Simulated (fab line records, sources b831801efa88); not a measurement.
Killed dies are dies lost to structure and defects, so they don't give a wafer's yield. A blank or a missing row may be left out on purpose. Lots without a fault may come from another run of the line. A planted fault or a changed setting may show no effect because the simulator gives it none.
fab line records | flow gf180mcu
record lots=5 wafers=15 last_day=34
route steps=602 shown HV_LDD@211 NSD@235
lots that met no fault: from a run of the same line without faults
start_h: hours from the record's first day to the start of the lot's first wafer shown | wait_h: hours since the lot's step before | " the same as in the row above | L1.1+2: a row that stands for several wafers | - no value, or no start given | * or withheld: withheld | < > ~ a bound
route shown NAME@n: a module of which the file shows steps, and the number in the route of the first | usual: mean/standard deviation of fault-free wafers | same: alike in all rows | chamber/n: place in a boat | sites: the reading at each site | _std_site: their standard deviation | _edge_site: outer sites' mean less inner sites' | radius_mm: how far each site lies from the wafer's centre | mask NAME#n: copy n | behind: the tool/chamber that last shaped the wafer | hold: why the lot was held/for how many hours/how that ended | device: the transistor (n, p or np) that didn't switch | end of line: the same wafers' tests at the end of the route | a step without rows: its recipe alone | killed: dies lost to structure and defects at the first sort, not the wafer's yield | map: a wafer's dies, x killed, . not, _ none there
set.NAME: the setting as run; set.NAME@STEP: as run at that earlier step | model.NAME: the simulator's own value behind a step, which no gauge read
lots at some steps of the route; a table a step, a row a wafer
services: from which hour (start_h, from the record's first day; less than 0 if before it) a tool's chamber was out of use, for how many hours, and why
## steps
# step GF_HV_LDD_IMPLANT_35
# recipe species=P energy_kev=60 dose_cm2=7.5e+12 tilt_deg=30 rotation_deg=180
# columns lot.wafer tool chamber start_h wait_h
L079.2+3+6 implanter-03 0 296.94 0.1
L080.1+4+5 implanter-04 0 301.16 0.1
L081.1+3+5 implanter-03 0 308.56 0.1
L084.1+2+6 implanter-01 0 334.76 0.1
L095.1+4+5 implanter-03 0 423.96 0.1
# step GF_HV_LDD_IMPLANT_36
# recipe species=P energy_kev=60 dose_cm2=7.5e+12 tilt_deg=30 rotation_deg=270
# columns lot.wafer tool chamber start_h wait_h
L079.2+3+6 implanter-03 0 297.09 0.1
L080.1+4+5 implanter-04 0 301.31 0.1
L081.1+3+5 implanter-03 0 308.71 0.1
L084.1+2+6 implanter-01 0 334.91 0.1
L095.1+4+5 implanter-03 0 424.11 0.1
# step GF_HV_LDD_STRIP_37
# recipe chemistry=O2/N2 power_w=1400 pressure_mtorr=1500 platen_temp_c=250 o2_flow_sccm=3000 n2_flow_sccm=300 overash_fraction=0.5
# usual drypump_motor_current_A=5.8/0.67 heater_power_w=337/19 oes_product_au=0.716/0.0044 strip_time_to_endpoint_s=12.63/0.034
# same overash_fraction=0.5
# columns lot.wafer tool chamber start_h wait_h drypump_motor_current_A heater_power_w oes_product_au rf_hours_counter_h strip_time_to_endpoint_s
L079.2 plasma_asher-03 0 297.21 0.1 5.7 335 0.713 48 12.61
L079.3 " 0 " " 5.7 336 0.715 - 12.64
L079.6 " 1 " " 6.4 354 0.712 - 12.59
L080.1 plasma_asher-04 0 301.46 0.1 4.7 334 0.718 19 12.62
L080.4 " 1 " " 5.7 296 0.723 - 12.64
L080.5 " 1 " " 5.8 284 0.715 - 12.63
L081.1 plasma_asher-02 1 308.86 0.1 6.7 335 0.712 68 12.59
L081.3 " 0 " " 5.2 345 0.715 - 12.61
L081.5 " 0 " " 5.2 350 0.711 - 12.60
L084.1 plasma_asher-02 0 335.06 0.1 5.2 337 0.720 71 12.69
L084.2 " 1 " " 6.7 332 0.717 71 12.66
L084.6 " 0 " " 5.2 352 0.714 - 12.66
L095.1 plasma_asher-03 1 424.26 0.1 6.4 357 0.726 62 12.56
L095.4 " 1 " " 6.4 357 0.711 - 12.56
L095.5 " 1 " " 6.4 359 0.714 - 12.57
# step GF_HV_LDD_TW_MEAS_38
# usual HV_LDD_3_TW=1427/11
# columns lot.wafer tool chamber start_h wait_h HV_LDD_3_TW
L079.2 film_metro-04 - 297.32 0.1 1422
L079.3 " - " " 1417
L079.6 " - " " 1419
L080.1 film_metro-04 - 301.56 0.1 1429
L080.4 " - " " 1425
L080.5 " - " " 1425
L081.1 film_metro-04 - 308.96 0.1 1420
L081.3 " - " " 1415
L081.5 " - " " 1426
L084.1 film_metro-03 - 335.16 0.1 1423
L084.2 " - " " 1429
L084.6 " - " " 1423
L095.1 film_metro-01 - 424.36 0.1 1430
L095.4 " - " " 1421
L095.5 " - " " 1422
# step GF_HV_LDD_DEHYDRATE_39
# recipe temp_c=200 time_s=60
# usual exhaust_pa=45.0/0.86 plate_temp_C=200.01/0.14
# columns lot.wafer tool chamber start_h wait_h exhaust_pa plate_temp_C
L079.2 litho_track-02 0 306.93 9.6 44.2 199.91
L079.3 " 0 " " 43.6 199.92
L079.6 " 0 " " 45.2 199.99
L080.1 litho_track-02 0 311.60 10.0 44.7 199.97
L080.4 " 0 " " 44.3 200.02
L080.5 " 0 " " 45.0 200.06
L081.1 litho_track-02 0 318.45 9.5 44.8 199.94
L081.3 " 0 " " 44.3 199.95
L081.5 " 0 " " 44.6 199.81
L084.1 litho_track-04 0 344.98 9.8 43.5 199.91
L084.2 " 0 " " 46.0 200.03
L084.6 " 0 " " 44.9 200.05
L095.1 litho_track-01 0 436.01 11.6 44.6 200.06
L095.4 " 0 " " 45.6 199.78
L095.5 " 0 " " 44.0 200.04
# step GF_HV_LDD_HMDS_40
# recipe prime_time_s=60 prime_temp_c=120
# usual exhaust_pa=44.9/0.94
# columns lot.wafer tool chamber start_h wait_h exhaust_pa
L079.2 litho_track-02 0 307.08 0.1 45.3
L079.3 " 0 " " 44.4
L079.6 " 0 " " 44.8
L080.1 litho_track-02 0 311.75 0.1 44.4
L080.4 " 0 " " 46.2
L080.5 " 0 " " 45.4
L081.1 litho_track-02 0 318.60 0.1 44.3
L081.3 " 0 " " 43.8
L081.5 " 0 " " 44.1
L084.1 litho_track-04 0 345.13 0.1 44.9
L084.2 " 0 " " 44.5
L084.6 " 0 " " 44.6
L095.1 litho_track-01 0 436.16 0.1 44.6
L095.4 " 0 " " 45.0
L095.5 " 0 " " 45.0
# step GF_HV_LDD_COAT_41
# recipe resist=NOVOLAK spin_rpm=3000 resist_thk_nm=1000
# usual exhaust_pa=44.9/0.9 spin_speed_rpm=2999.9/2.3
# columns lot.wafer tool chamber start_h wait_h exhaust_pa spin_speed_rpm
L079.2 litho_track-02 0 307.23 0.1 44.1 2998.9
L079.3 " 0 " " 44.8 3000.8
L079.6 " 0 " " 44.9 2998.8
L080.1 litho_track-02 0 311.90 0.1 44.2 2998.0
L080.4 " 0 " " 44.1 3001.5
L080.5 " 0 " " 43.6 3001.1
L081.1 litho_track-02 0 318.75 0.1 45.6 2999.3
L081.3 " 0 " " 46.2 3000.5
L081.5 " 0 " " 44.8 3003.3
L084.1 litho_track-04 0 345.28 0.1 42.5 3002.2
L084.2 " 0 " " 43.7 2999.8
L084.6 " 0 " " 43.6 2998.2
L095.1 litho_track-01 0 436.31 0.1 46.4 2999.2
L095.4 " 0 " " 45.7 2996.3
L095.5 " 0 " " 46.4 2998.3
# step GF_HV_LDD_SOFTBAKE_42
# recipe temp_c=90 time_s=60 resist=NOVOLAK
# usual exhaust_pa=45.0/0.94 plate_temp_C=89.99/0.12
# columns lot.wafer tool chamber start_h wait_h exhaust_pa plate_temp_C
L079.2 litho_track-02 0 307.38 0.1 43.2 89.85
L079.3 " 0 " " 44.5 89.84
L079.6 " 0 " " 44.5 90.11
L080.1 litho_track-02 0 312.05 0.1 45.5 89.96
L080.4 " 0 " " 44.3 90.02
L080.5 " 0 " " 45.9 89.86
L081.1 litho_track-02 0 318.90 0.1 45.1 89.95
L081.3 " 0 " " 45.7 89.78
L081.5 " 0 " " 45.6 89.95
L084.1 litho_track-04 0 345.43 0.1 44.5 89.81
L084.2 " 0 " " 44.5 89.95
L084.6 " 0 " " 43.7 90.18
L095.1 litho_track-01 0 436.46 0.1 45.2 90.14
L095.4 " 0 " " 46.4 90.05
L095.5 " 0 " " 44.3 89.96
# step GF_HV_LDD_EXPOSE_43
# recipe mask_id=Pplus_HV_AREA target_cd_nm=400 na=0.6 source_shape=conventional sigma_outer=0.6 dose_mj=140
# usual exposure_dose_mJ_cm2=140.02/0.14 stage_vel_mm_s=499.97/0.26
# columns lot.wafer tool chamber start_h wait_h mask exposure_dose_mJ_cm2 stage_vel_mm_s
L079.2 iline_stepper-01 0 - - Pplus_HV_AREA#0 139.82 500.11
L079.3 " 0 " " Pplus_HV_AREA#0 140.01 500.59
L079.6 " 0 " " Pplus_HV_AREA#0 139.96 499.88
L080.1 iline_stepper-01 0 - - Pplus_HV_AREA#0 140.03 499.65
L080.4 " 0 " " Pplus_HV_AREA#0 140.10 499.96
L080.5 " 0 " " Pplus_HV_AREA#0 140.10 499.56
L081.1 iline_stepper-01 0 - - Pplus_HV_AREA#0 140.13 499.63
L081.3 " 0 " " Pplus_HV_AREA#0 139.98 499.40
L081.5 " 0 " " Pplus_HV_AREA#0 140.06 499.90
L084.1 iline_stepper-01 0 - - Pplus_HV_AREA#0 139.84 499.77
L084.2 " 0 " " Pplus_HV_AREA#0 139.70 500.10
L084.6 " 0 " " Pplus_HV_AREA#0 139.94 499.85
L095.1 iline_stepper-01 0 - - Pplus_HV_AREA#0 139.93 499.80
L095.4 " 0 " " Pplus_HV_AREA#0 140.02 499.68
L095.5 " 0 " " Pplus_HV_AREA#0 139.76 499.90
# step GF_HV_LDD_PEB_44
# recipe temp_c=withheld time_s=* resist=NOVOLAK
# usual exhaust_pa=44.8/0.82
# columns lot.wafer tool chamber start_h wait_h exhaust_pa
L079.2 litho_track-04 0 - - 45.2
L079.3 " 0 " " 43.5
L079.6 " 0 " " 43.8
L080.1 litho_track-01 0 - - 45.2
L080.4 " 0 " " 44.4
L080.5 " 0 " " 44.1
L081.1 litho_track-02 0 - - 45.5
L081.3 " 0 " " 44.3
L081.5 " 0 " " 43.9
L084.1 litho_track-04 0 - - 43.7
L084.2 " 0 " " 44.8
L084.6 " 0 " " 44.2
L095.1 litho_track-04 0 - - 44.6
L095.4 " 0 " " 45.5
L095.5 " 0 " " 45.3
# step GF_HV_LDD_DEVELOP_45
# recipe develop_time_s=60 dev_temp_c=23
# usual exhaust_pa=45.0/0.84
# columns lot.wafer tool chamber start_h wait_h exhaust_pa
L079.2 litho_track-04 0 317.55 0.1 44.0
L079.3 " 0 " " 46.1
L079.6 " 0 " " 43.4
L080.1 litho_track-01 0 321.71 0.1 45.4
L080.4 " 0 " " 45.4
L080.5 " 0 " " 44.7
L081.1 litho_track-02 0 329.60 0.1 44.5
L081.3 " 0 " " 43.7
L081.5 " 0 " " 44.2
L084.1 litho_track-04 0 356.68 0.1 44.7
L084.2 " 0 " " 43.8
L084.6 " 0 " " 43.6
L095.1 litho_track-04 0 448.37 0.1 45.2
L095.4 " 0 " " 44.7
L095.5 " 0 " " 44.8
# step GF_HV_LDD_CD_MEAS_46
# recipe target_cd_nm=400
# usual cd_nm=399.8/2.9
# columns lot.wafer tool chamber start_h wait_h cd_nm
L079.2 cd_sem-02 - 317.70 0.1 404.8
L079.3 " - " " 405.9
L079.6 " - " " 405.3
L080.1 cd_sem-02 - 321.86 0.1 402.7
L080.4 " - " " 400.7
L080.5 " - " " 404.0
L081.1 cd_sem-01 - 329.75 0.1 397.2
L081.3 " - " " 397.0
L081.5 " - " " 395.8
L084.1 cd_sem-02 - 356.83 0.1 396.5
L084.2 " - " " 399.4
L084.6 " - " " 401.2
L095.1 cd_sem-02 - 448.52 0.1 405.6
L095.4 " - " " 403.9
L095.5 " - " " 403.4
# step GF_HV_LDD_OVL_MEAS_47
# usual HV_LDD_03_OVL=-0.4/1.4
# columns lot.wafer tool chamber start_h wait_h HV_LDD_03_OVL[nm]
L079.2 overlay-02 - 317.80 0.1 -1.3
L079.3 " - " " -1.2
L079.6 " - " " -0.8
L080.1 overlay-01 - 321.98 0.1 -1.0
L080.4 " - " " -1.2
L080.5 " - " " -1.1
L081.1 overlay-01 - 329.87 0.1 -0.7
L081.3 " - " " 0.9
L081.5 " - " " -0.2
L084.1 overlay-01 - 356.95 0.1 -2.1
L084.2 " - " " -1.8
L084.6 " - " " -0.4
L095.1 overlay-02 - 448.64 0.1 0.6
L095.4 " - " " -0.2
L095.5 " - " " -0.7
# step GF_HV_LDD_IMPLANT_48
# recipe species=B energy_kev=25 dose_cm2=3e+13 tilt_deg=7
# columns lot.wafer tool chamber start_h wait_h
L079.2+3+6 implanter-01 0 317.86 0.0
L080.1+4+5 implanter-04 0 322.01 0.0
L081.1+3+5 implanter-03 0 329.91 0.0
L084.1+2+6 implanter-03 0 356.98 0.0
L095.1+4+5 implanter-03 0 448.68 0.0
# step GF_HV_LDD_STRIP_49
# recipe chemistry=O2/N2 power_w=1400 pressure_mtorr=1500 platen_temp_c=250 o2_flow_sccm=3000 n2_flow_sccm=300 overash_fraction=0.5
# usual drypump_motor_current_A=5.9/0.7 heater_power_w=339/17 oes_product_au=0.716/0.0046 strip_time_to_endpoint_s=12.62/0.035
# same overash_fraction=0.5
# columns lot.wafer tool chamber start_h wait_h drypump_motor_current_A heater_power_w oes_product_au rf_hours_counter_h strip_time_to_endpoint_s
L079.2 plasma_asher-03 1 317.98 0.1 6.4 372 0.718 51 12.65
L079.3 " 1 " " 6.5 354 0.711 - 12.66
L079.6 " 1 " " 6.5 364 0.719 - 12.63
L080.1 plasma_asher-02 0 322.16 0.1 5.2 350 0.710 70 12.66
L080.4 " 1 " " 6.7 340 0.716 - 12.66
L080.5 " 0 " " 5.2 350 0.721 - 12.63
L081.1 plasma_asher-04 0 330.06 0.1 4.7 329 0.719 21 12.60
L081.3 " 0 " " 4.7 330 0.717 - 12.61
L081.5 " 1 " " 5.7 293 0.713 - 12.64
L084.1 plasma_asher-02 1 357.13 0.1 6.7 338 0.714 73 12.67
L084.2 " 0 " " 5.2 349 0.721 73 12.67
L084.6 " 1 " " 6.7 337 0.718 - 12.61
L095.1 plasma_asher-03 1 448.83 0.1 6.4 357 0.720 65 12.57
L095.4 " 0 " " 5.7 341 0.711 - 12.60
L095.5 " 1 " " 6.4 360 0.708 - 12.62
# step GF_HV_LDD_TW_MEAS_50
# usual HV_LDD_4_TW=566/4.4
# columns lot.wafer tool chamber start_h wait_h HV_LDD_4_TW
L079.2 film_metro-01 - 318.09 0.1 567
L079.3 " - " " 565
L079.6 " - " " 564
L080.1 film_metro-03 - 322.26 0.1 563
L080.4 " - " " 563
L080.5 " - " " 561
L081.1 film_metro-04 - 330.16 0.1 563
L081.3 " - " " 564
L081.5 " - " " 559
L084.1 film_metro-01 - 357.23 0.1 571
L084.2 " - " " 571
L084.6 " - " " 570
L095.1 film_metro-01 - 448.93 0.1 569
L095.4 " - " " 569
L095.5 " - " " 571
# step GF_HV_LDD_CLEAN_51
# recipe chemistry=SC1/SC2 mix=1:4:20 temp_c=70 time_s=150 dry=n2_spin
# columns lot.wafer tool chamber start_h wait_h
L079.2+3+6 wet_bench-02 2 318.14 0.0
L080.1+4+5 wet_bench-03 3 322.38 0.1
L081.1+3+5 wet_bench-03 0 330.22 0.1
L084.1+2+6 wet_bench-02 2 357.29 0.1
L095.1+4+5 wet_bench-03 1 448.99 0.1
# step GF_HV_LDD_RTA_52
# recipe temp_c=1000 time_s=10 ambient=N2
# usual lamp_power_pct=36.5/2.1 wafer_temp_C_max=1003.8/0.74
# columns lot.wafer tool chamber start_h wait_h lamp_power_pct wafer_temp_C_max
L079.2 rtp_anneal-02 0 318.20 0.0 33.9 1003.4
L079.3 " 0 " " 33.9 1003.6
L079.6 " 0 " " 34.0 1003.0
L080.1 rtp_anneal-01 0 322.44 0.0 38.3 1003.9
L080.4 " 0 " " 38.2 1003.6
L080.5 " 0 " " 38.3 1006.0
L081.1 rtp_anneal-01 0 330.29 0.0 38.3 1004.9
L081.3 " 0 " " 38.2 1003.9
L081.5 " 0 " " 38.2 1003.7
L084.1 rtp_anneal-01 0 357.35 0.0 38.2 1003.3
L084.2 " 0 " " 38.2 1003.8
L084.6 " 0 " " 38.2 1002.7
L095.1 rtp_anneal-01 0 449.05 0.0 38.3 1004.0
L095.4 " 0 " " 38.3 1005.3
L095.5 " 0 " " 38.2 1003.2
# step GF_HV_LDD_RS_MEAS_53
# recipe thk_meas_gauge=four-point-probe
# usual HV_LDD_RS=418.5/1.3
# columns lot.wafer tool chamber start_h wait_h HV_LDD_RS[ohm/sq]
L079.2 film_metro-04 - 318.28 0.1 418.7
L079.3 " - " " 418.3
L079.6 " - " " 418.8
L080.1 film_metro-03 - 322.51 0.1 417.1
L080.4 " - " " 417.2
L080.5 " - " " 417.9
L081.1 film_metro-03 - 330.35 0.1 416.7
L081.3 " - " " 416.5
L081.5 " - " " 416.0
L084.1 film_metro-04 - 357.41 0.1 419.4
L084.2 " - " " 418.4
L084.6 " - " " 418.6
L095.1 film_metro-03 - 449.11 0.1 418.8
L095.4 " - " " 417.8
L095.5 " - " " 417.5
# step GF_HV_LDD_CVD_54
# recipe material=SiO2 target_thk_nm=10 precursor=TEOS temp_c=680 time_s=75 pressure_mtorr=400
# columns lot.wafer tool chamber start_h wait_h
L079.2+3+6 lpcvd-02 1 318.56 0.3
L080.1+4+5 lpcvd-01 0 323.23 0.7
L081.1+3+5 lpcvd-02 0 330.47 0.1
L084.1+2+6 lpcvd-01 1 357.53 0.1
L095.1+4+5 lpcvd-02 0 449.23 0.1
# step GF_HV_LDD_THK_MEAS_55
# recipe reads=SiO2_of_HV_LDD_CVD_54
# usual HV_LDD_CVD_54_THK=10.06/0.13
# columns lot.wafer tool chamber start_h wait_h HV_LDD_CVD_54_THK[nm]
L079.2 film_metro-04 - 319.59 0.0 10.09
L079.3 " - " " 9.99
L079.6 " - " " 9.97
L080.1 film_metro-04 - 324.25 0.0 10.07
L080.4 " - " " 9.88
L080.5 " - " " 10.14
L081.1 film_metro-03 - 331.49 0.0 10.10
L081.3 " - " " 10.11
L081.5 " - " " 10.08
L084.1 film_metro-01 - 358.55 0.0 10.08
L084.2 " - " " 10.00
L084.6 " - " " 9.92
L095.1 film_metro-03 - 450.25 0.0 10.10
L095.4 " - " " 10.19
L095.5 " - " " 10.21
# step GF_HV_LDD_CVD_56
# recipe material=Si3N4 precursor=DCS/NH3 target_thk_nm=90 temp_c=770 time_s=1543 pressure_mtorr=250
# columns lot.wafer tool chamber start_h wait_h
L079.2+3+6 lpcvd-02 1 319.64 0.0
L080.1+4+5 lpcvd-01 0 324.31 0.1
L081.1+3+5 lpcvd-01 0 331.55 0.1
L084.1+2+6 lpcvd-01 1 358.61 0.1
L095.1+4+5 lpcvd-01 0 450.31 0.1
# step GF_HV_LDD_THK_MEAS_57
# recipe reads=Si3N4_of_HV_LDD_CVD_56
# usual HV_LDD_CVD_56_THK=90.4/0.78
# columns lot.wafer tool chamber start_h wait_h HV_LDD_CVD_56_THK[nm]
L079.2 film_metro-04 - 321.08 0.0 90.8
L079.3 " - " " 89.8
L079.6 " - " " 90.6
L080.1 film_metro-03 - 325.74 0.0 90.6
L080.4 " - " " 90.9
L080.5 " - " " 90.4
L081.1 film_metro-04 - 332.98 0.0 89.5
L081.3 " - " " 90.0
L081.5 " - " " 89.6
L084.1 film_metro-01 - 360.04 0.0 89.8
L084.2 " - " " 88.9
L084.6 " - " " 89.1
L095.1 film_metro-01 - 452.46 0.0 90.2
L095.4 " - " " 90.3
L095.5 " - " " 90.4
# step GF_HV_LDD_ETCHBACK_58
# recipe chemistry=CH3F/O2 target=Si3N4 stop_on=SiO2 source_w=400 bias_w=80 pressure_mtorr=25 ch3f_flow_sccm=40 O2_flow_sccm=30 time_s=100 target_depth_a=900
# usual drypump_motor_current_A=5.9/0.43 oes_product_au=0.845/0.0058 throttle_valve_pct=10.562/0.0088
# columns lot.wafer tool chamber start_h wait_h drypump_motor_current_A oes_product_au rf_hours_counter_h throttle_valve_pct
L079.2 rie_diel-01 2 321.13 0.0 6.5 0.850 6 10.560
L079.3 " 0 " " 5.9 0.839 14 10.563
L079.6 " 0 " " 5.9 0.839 - 10.559
L080.1 rie_diel-03 0 325.80 0.1 5.3 0.841 9 10.550
L080.4 " 2 " " 5.9 0.850 44 10.569
L080.5 " 1 " " 6.3 0.842 - 10.560
L081.1 rie_diel-01 0 333.04 0.1 5.9 0.841 14 10.563
L081.3 " 2 " " 6.5 0.839 6 10.553
L081.5 " 0 " " 5.9 0.838 - 10.557
L084.1 rie_diel-01 1 360.10 0.1 6.3 0.835 3 10.577
L084.2 " 2 " " 6.6 0.835 7 10.546
L084.6 " 2 " " 6.6 0.835 - 10.546
L095.1 rie_diel-03 2 452.52 0.1 5.9 0.850 48 10.559
L095.4 " 1 " " 6.3 0.844 103 10.564
L095.5 " 3 " " 6.0 0.851 - 10.567
# step GF_NSD_DEHYDRATE_00
# recipe temp_c=200 time_s=60
# usual exhaust_pa=44.9/0.78 plate_temp_C=200.01/0.16
# columns lot.wafer tool chamber start_h wait_h exhaust_pa plate_temp_C
L079.2 litho_track-01 0 331.33 10.2 45.3 199.98
L079.3 " 0 " " 47.0 200.02
L079.6 " 0 " " 44.9 200.22
L080.1 litho_track-02 0 336.20 10.4 44.5 200.00
L080.4 " 0 " " 46.0 199.91
L080.5 " 0 " " 44.4 200.13
L081.1 litho_track-03 0 342.91 9.8 45.9 199.87
L081.3 " 0 " " 45.8 200.03
L081.5 " 0 " " 44.4 200.01
L084.1 litho_track-02 0 370.45 10.3 45.2 199.99
L084.2 " 0 " " 44.3 199.95
L084.6 " 0 " " 44.2 199.98
L095.1 litho_track-02 0 464.00 11.5 46.3 200.24
L095.4 " 0 " " 44.2 199.94
L095.5 " 0 " " 46.6 200.09
# step GF_NSD_HMDS_01
# recipe prime_time_s=60 prime_temp_c=120
# usual exhaust_pa=44.9/0.92
# columns lot.wafer tool chamber start_h wait_h exhaust_pa
L079.2 litho_track-01 0 331.48 0.1 45.0
L079.3 " 0 " " 44.5
L079.6 " 0 " " 44.0
L080.1 litho_track-02 0 336.35 0.1 44.1
L080.4 " 0 " " 44.7
L080.5 " 0 " " 44.1
L081.1 litho_track-03 0 343.06 0.1 46.0
L081.3 " 0 " " 44.5
L081.5 " 0 " " 44.8
L084.1 litho_track-02 0 370.60 0.1 44.5
L084.2 " 0 " " 44.2
L084.6 " 0 " " 44.9
L095.1 litho_track-02 0 464.15 0.1 44.7
L095.4 " 0 " " 44.5
L095.5 " 0 " " 44.2
# step GF_NSD_COAT_02
# recipe resist=NOVOLAK spin_rpm=3000 resist_thk_nm=1000
# usual exhaust_pa=44.9/1 spin_speed_rpm=3000.3/2
# columns lot.wafer tool chamber start_h wait_h exhaust_pa spin_speed_rpm
L079.2 litho_track-01 0 331.63 0.1 43.8 3002.1
L079.3 " 0 " " 43.8 3001.4
L079.6 " 0 " " 43.6 3001.0
L080.1 litho_track-02 0 336.50 0.1 45.0 3001.7
L080.4 " 0 " " 45.2 2997.7
L080.5 " 0 " " 44.6 2997.9
L081.1 litho_track-03 0 343.21 0.1 44.4 2998.7
L081.3 " 0 " " 45.5 2998.1
L081.5 " 0 " " 45.8 3001.4
L084.1 litho_track-02 0 370.75 0.1 45.5 3001.0
L084.2 " 0 " " 47.0 3000.8
L084.6 " 0 " " 45.6 3001.2
L095.1 litho_track-02 0 464.30 0.1 44.4 2998.8
L095.4 " 0 " " 45.5 3001.7
L095.5 " 0 " " 44.8 2999.8
# step GF_NSD_SOFTBAKE_03
# recipe temp_c=90 time_s=60 resist=NOVOLAK
# usual exhaust_pa=45.0/0.79 plate_temp_C=90.01/0.13
# columns lot.wafer tool chamber start_h wait_h exhaust_pa plate_temp_C
L079.2 litho_track-01 0 331.78 0.1 43.7 89.94
L079.3 " 0 " " 44.5 90.01
L079.6 " 0 " " 44.8 90.03
L080.1 litho_track-02 0 336.65 0.1 43.8 89.93
L080.4 " 0 " " 45.2 90.08
L080.5 " 0 " " 43.9 89.95
L081.1 litho_track-03 0 343.36 0.1 43.3 90.17
L081.3 " 0 " " 43.3 89.99
L081.5 " 0 " " 44.3 90.04
L084.1 litho_track-02 0 370.90 0.1 46.4 90.02
L084.2 " 0 " " 44.7 89.98
L084.6 " 0 " " 44.3 89.96
L095.1 litho_track-02 0 464.45 0.1 43.8 89.52
L095.4 " 0 " " 44.9 89.62
L095.5 " 0 " " 43.9 89.84
# step GF_NSD_EXPOSE_04
# recipe mask_id=Nplus target_cd_nm=400 na=0.6 source_shape=conventional sigma_outer=0.6 dose_mj=140
# usual exposure_dose_mJ_cm2=139.90/0.17 stage_vel_mm_s=500.03/0.23
# columns lot.wafer tool chamber start_h wait_h mask exposure_dose_mJ_cm2 stage_vel_mm_s
L079.2 iline_stepper-01 0 - - Nplus#0 140.04 500.00
L079.3 " 0 " " Nplus#0 140.04 500.33
L079.6 " 0 " " Nplus#0 139.85 499.92
L080.1 iline_stepper-02 0 - - Nplus#0 140.01 500.38
L080.4 " 0 " " Nplus#0 140.16 500.66
L080.5 " 0 " " Nplus#0 140.10 500.06
L081.1 iline_stepper-01 0 - - Nplus#0 139.83 500.22
L081.3 " 0 " " Nplus#0 139.79 500.24
L081.5 " 0 " " Nplus#0 139.57 500.18
L084.1 iline_stepper-01 0 - - Nplus#0 139.81 499.87
L084.2 " 0 " " Nplus#0 139.75 500.27
L084.6 " 0 " " Nplus#0 139.67 500.33
L095.1 iline_stepper-02 0 - - Nplus#0 140.12 499.94
L095.4 " 0 " " Nplus#0 140.15 500.20
L095.5 " 0 " " Nplus#0 139.73 500.31
# step GF_NSD_PEB_05
# recipe temp_c=withheld time_s=* resist=NOVOLAK
# usual exhaust_pa=45.1/0.89
# columns lot.wafer tool chamber start_h wait_h exhaust_pa
L079.2 litho_track-02 0 - - 44.2
L079.3 " 0 " " 43.8
L079.6 " 0 " " 43.9
L080.1 litho_track-03 0 - - 45.7
L080.4 " 0 " " 45.8
L080.5 " 0 " " 45.2
L081.1 litho_track-01 0 - - 44.6
L081.3 " 0 " " 45.4
L081.5 " 0 " " 45.9
L084.1 litho_track-01 0 - - 45.4
L084.2 " 0 " " 44.0
L084.6 " 0 " " 45.2
L095.1 litho_track-03 0 - - 44.7
L095.4 " 0 " " 43.9
L095.5 " 0 " " 46.1
# step GF_NSD_DEVELOP_06
# recipe develop_time_s=60 dev_temp_c=23
# usual exhaust_pa=45.3/0.92
# columns lot.wafer tool chamber start_h wait_h exhaust_pa
L079.2 litho_track-02 0 342.23 0.1 43.6
L079.3 " 0 " " 44.8
L079.6 " 0 " " 45.1
L080.1 litho_track-03 0 346.81 0.1 46.2
L080.4 " 0 " " 46.6
L080.5 " 0 " " 45.6
L081.1 litho_track-01 0 354.46 0.1 45.8
L081.3 " 0 " " 44.5
L081.5 " 0 " " 45.7
L084.1 litho_track-01 0 381.91 0.1 46.2
L084.2 " 0 " " 45.9
L084.6 " 0 " " 45.3
L095.1 litho_track-03 0 475.66 0.1 43.4
L095.4 " 0 " " 45.1
L095.5 " 0 " " 43.7
# step GF_NSD_CD_MEAS_07
# recipe target_cd_nm=400
# usual cd_nm=400.2/2
# columns lot.wafer tool chamber start_h wait_h cd_nm
L079.2 cd_sem-01 - 342.37 0.1 397.6
L079.3 " - " " 395.8
L079.6 " - " " 397.6
L080.1 cd_sem-01 - 346.96 0.1 400.7
L080.4 " - " " 399.7
L080.5 " - " " 398.9
L081.1 cd_sem-01 - 354.61 0.1 400.3
L081.3 " - " " 400.1
L081.5 " - " " 399.9
L084.1 cd_sem-02 - 382.06 0.1 399.7
L084.2 " - " " 399.0
L084.6 " - " " 399.6
L095.1 cd_sem-02 - 475.81 0.1 400.7
L095.4 " - " " 399.9
L095.5 " - " " 400.8
# step GF_NSD_OVL_MEAS_08
# usual NSD_OVL=-1.8/1.2
# columns lot.wafer tool chamber start_h wait_h NSD_OVL[nm]
L079.2 overlay-02 - 342.48 0.1 -1.2
L079.3 " - " " -0.4
L079.6 " - " " -1.2
L080.1 overlay-02 - 347.08 0.1 -3.0
L080.4 " - " " -4.4
L080.5 " - " " -2.7
L081.1 overlay-01 - 354.73 0.1 -2.2
L081.3 " - " " -2.1
L081.5 " - " " -1.5
L084.1 overlay-01 - 382.18 0.1 -1.1
L084.2 " - " " -1.6
L084.6 " - " " -1.3
L095.1 overlay-02 - 475.93 0.1 -1.9
L095.4 " - " " -1.0
L095.5 " - " " -1.8
# step GF_NSD_IMPLANT_09
# recipe species=As energy_kev=60 dose_cm2=4e+15 tilt_deg=7
# columns lot.wafer tool chamber start_h wait_h
L079.2+3+6 implanter-04 0 342.54 0.0
L080.1+4+5 implanter-02 0 347.12 0.0
L081.1+3+5 implanter-03 0 354.76 0.0
L084.1+2+6 implanter-04 0 382.21 0.0
L095.1+4+5 implanter-04 0 475.96 0.0
# step GF_NSD_IMPLANT_10
# recipe species=P energy_kev=40 dose_cm2=5e+14 tilt_deg=7
# columns lot.wafer tool chamber start_h wait_h
L079.2+3+6 implanter-04 0 342.69 0.1
L080.1+4+5 implanter-02 0 347.27 0.1
L081.1+3+5 implanter-03 0 354.91 0.1
L084.1+2+6 implanter-04 0 382.36 0.1
L095.1+4+5 implanter-04 0 476.11 0.1
## services
# columns tool chamber start_h hours kind
iline_stepper-02 - 274.42 1.7 pm
rie_diel-03 - 278.98 0.7 repair
rie_diel-03 1 279.62 13.8 repair
rie_diel-01 3 291.64 9.8 repair
rie_diel-01 1 293.97 13.6 repair
lpcvd-01 - 317.23 6.0 pm
plasma_asher-04 - 317.49 0.5 repair
implanter-03 - 332.11 3.6 repair
lpcvd-01 - 334.60 2.8 pm
rie_diel-01 - 343.09 0.9 repair
implanter-01 - 363.80 1.8 pm
iline_stepper-01 - 364.27 2.0 repair
plasma_asher-03 - 384.05 4.1 repair
implanter-01 - 393.40 4.4 repair
implanter-01 - 404.25 2.7 pm
iline_stepper-01 - 405.00 0.5 repair
implanter-03 - 411.20 3.0 repair
iline_stepper-01 - 415.53 1.7 pm
iline_stepper-01 - 417.74 4.4 pm
lpcvd-01 - 430.77 1.0 repair
implanter-04 - 438.33 5.0 pm
lpcvd-02 - 444.49 1.0 repair
plasma_asher-03 - 454.76 2.3 repair
implanter-01 - 462.10 18.4 repair
## key
fault none
